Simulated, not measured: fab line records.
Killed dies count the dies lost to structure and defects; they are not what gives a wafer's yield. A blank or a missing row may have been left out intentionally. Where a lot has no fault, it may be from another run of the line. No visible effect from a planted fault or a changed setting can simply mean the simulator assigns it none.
Struck lot and sound lot, side by side :: flow gf180mcu :: 29 out of 602 route steps
Sound: the wafers L677.1, L677.4, L677.5. The struck wafers were L672.3, L672.4, L672.5. The cause is given at the end.
Per side, at each step with rows, come the tool, then ch with its chambers, and then its first start. Under that, the readings that differ: sound wafers :: struck wafers :: difference of the means :: sigmas: that difference in standard deviations of wafers without a fault.
alike: same words and numbers on both sides, and readings whose means sit less than 2 such deviations apart. not compared: any withheld reading, any reading some wafer has no value for, any bound like >300 that may hide the same value, and any number with overlapping values for which the record gives no deviation.
The two part at a step that has a row with sigmas, a row that says differs or no value, or rows on one side only. Numbers that have no deviation but don't overlap get no sigmas and don't part them. A reading missing from all wafers of one side parts the sides only when that side holds two or more wafers.

first, 4 steps without rows for these wafers: GF_M3_SOFTBAKE_10 (time 60 s); GF_M3_EXPOSE_11 (exposes mask Metal3, target cd 280 nm); GF_M3_PEB_12 (peb time 90 s); GF_M3_DEVELOP_13 (develop time 60 s).
GF_M3_CD_MEAS_14: the cd target is 280 nm.
  struck on cd sem-02, day 25 13:02; sound on cd sem-01, day 26 21:13
  alike: cd nm
GF_M3_OVL_MEAS_15:
  struck on overlay-02, day 25 13:07; sound on overlay-02, day 26 21:20
reading: M3_OVL (nm)
sound: 3 0 8
struck: -6 -11 -10
difference: -13
sigmas: -2
GF_M3_METAL_ETCH_16: etches the open film in Cl2/BCl3, stops on SiO2, target depth 750.8 nm, time 125.1 s.
  sound on rie metal-01 ch 0,1, day 26 21:23; struck on rie metal-01 ch 0,1, day 25 13:11
  alike: bcl3 flow sccm, drypump motor current A, oes product au, throttle valve pct
  not compared: rf hours counter h
GF_M3_STRIP_17: strips in O2/N2.
  sound on plasma asher-01 ch 0,1, day 26 21:31; struck on plasma asher-04 ch 0,1, day 25 13:19
  alike: drypump motor current A, heater power w, o2 flow sccm, oes product au, strip time to endpoint s
  not compared: rf hours counter h
then, 3 steps without rows for these wafers: GF_M3_STRIP_18 (strips in post etch residue remover, time 1200 s); GF_M3_CLEAN_19 (cleans in DIW); GF_V3_CVD_00 (deposits SiO2, target thk 600 nm, time 100 s).
GF_V3_THK_MEAS_01:
  struck on film metro-04, day 25 13:56; sound on film metro-04, day 26 22:07
  alike: V3_CVD_00_THK
GF_V3_CVD_02: deposits SiO2 from TEOS, target thk 850 nm, time 94.851 s.
  sound on pecvd-04 ch 0,2, day 26 22:10; struck on pecvd-04 ch 0,2, day 25 13:58
  no value came back on the struck wafers for heater power outer w (W), heater power w (W), time s (s); on the sound wafers heater power outer w (W) reads 510 542 296
GF_V3_CMP_04: polishes SiO2.
  sound on cmp-02 ch 1,3, day 26 22:21; struck on cmp-02 ch 1,2,3, day 25 14:12
reading: time to endpoint s (s)
sound: 70 77 85
struck: - - -
difference: no value on the struck wafers
sigmas: 
  alike: motor current A
GF_V3_BOW_MEAS_05:
  struck on film metro-04, day 25 14:26; sound on film metro-02, day 26 22:36
reading: V3_BOW (um)
sound: 116 112 123
struck: 95 103 78
difference: -25
sigmas: -3
then, 8 steps without rows for these wafers: GF_V3_DEHYDRATE_06 (time 60 s); GF_V3_HMDS_07 (prime time 60 s); GF_V3_COAT_08; GF_V3_COAT_09 (resist thk 1000 nm); GF_V3_SOFTBAKE_10 (time 60 s); GF_V3_EXPOSE_11 (exposes mask Via3, target cd 260 nm); GF_V3_PEB_12 (peb time 90 s); GF_V3_DEVELOP_13 (develop time 60 s).
GF_V3_CD_MEAS_14: the cd target is 260 nm.
  struck on cd sem-02, day 26 10:55; sound on cd sem-01, day 27 18:47
  alike: cd nm
GF_V3_OVL_MEAS_15:
  struck on overlay-01, day 26 11:01; sound on overlay-01, day 27 18:54
reading: V3_OVL (nm)
sound: 13 5 10
struck: -1 -4 4
difference: -10
sigmas: -2
GF_V3_ETCH_16: etches BARC in N2/H2.
  sound on rie diel-02 ch 2,3, day 27 18:56; struck on rie diel-02 ch 0,1,3, day 26 11:02
  alike: drypump motor current A, oes product au, throttle valve pct
GF_V3_ETCH_17: etches SiO2 in C4F8/O2/Ar, stops on TiN, target depth 635 nm.
  sound on rie diel-02 ch 2,3; struck on rie diel-02 ch 0,1,3
reading: oes product au (a.u.)
sound: 0.852 0.856 0.861
struck: 0.815 0.823 0.824
difference: -0.036
sigmas: -9

reading: model.etch.depth nm (nm)
sound: 632.6 632.3 632.4
struck: 591.1 588.2 592.3
difference: -41.9
sigmas: 

reading: model.V3.feature depth nm (nm)
sound: 632.6 632.3 632.4
struck: 591.1 588.2 592.3
difference: -41.9
sigmas: 
GF_V3_STRIP_18: strips in O2/N2.
  sound on plasma asher-04 ch 0, day 27 19:04; struck on plasma asher-04 ch 0,1, day 26 11:11
  alike: drypump motor current A, heater power w, o2 flow sccm, oes product au
  not compared: rf hours counter h
-- the record jumps here: 6 days lie between the struck wafers' starts before and after (it left off in module V3 and takes up again in module PASSIVATION, whose first step shown is number 602 of the route) --
GF_PASSIVATION_PROBE_99:
  the record has rows for the struck wafers here (prober-01, day 32 11:07) and none for the sound ones

## WHERE THEY PART
Last at GF_PASSIVATION_PROBE_99 as far as this record goes, first at GF_M3_OVL_MEAS_15.

WHY: whatever the simulator had introduced
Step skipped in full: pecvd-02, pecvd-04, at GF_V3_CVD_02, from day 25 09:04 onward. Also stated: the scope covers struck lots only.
